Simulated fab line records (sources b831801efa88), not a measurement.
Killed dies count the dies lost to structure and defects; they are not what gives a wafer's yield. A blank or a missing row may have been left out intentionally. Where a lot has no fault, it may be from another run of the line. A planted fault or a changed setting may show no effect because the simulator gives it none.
Chamber matching    flow gf180mcu    pecvd-04 running GF_V3_CVD_02: 3 sister chambers
The step deposits SiO2 from TEOS, target thk 850 nm, time 94.851 s. 3 wafers are shown with their chamber, then 8 later ones without.

WAFERS PAIRED WITH THEIR CHAMBERS
wafer   chamber  heater power w (W)
L090.6  2        665
L091.1  1        550
L092.4  0        827

WAFERS MISSING THEIR CHAMBER
wafer   heater power w (W)
L092.5  722
L092.6  494
L096.2  863
L096.5  670
L096.6  574
L097.1  803
L097.4  712
L097.6  499

CHAMBER TAKEN BY EACH
wafer    from the rows above       in truth
L092.5   can't be placed: 2 or 0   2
L092.6   1                         1
L096.2   0                         0
L096.5   2                         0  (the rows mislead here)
L096.6   can't be placed: 1 or 2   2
L097.1   0                         0
L097.4   can't be placed: 2 or 0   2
L097.6   1                         1
Correct placement for 4 of the 8. Can't be placed from these rows: 3 (the true chamber is among the candidates in 3). Placed wrongly: 1.
How it was worked out, from the rows above alone: a wafer's distance from a chamber is the root of the sum, over the readings, of the square of ((its reading less the chamber's mean) divided by the reading's scatter). The wafer belongs to the nearest chamber; if the next one is less than 2 further off, it can't be placed. The mean given for a chamber averages the wafers shown for that chamber. The scatter (one wafer shown for each chamber): square how far every hidden wafer sits from the nearest shown wafer, average those squares and take the square root.
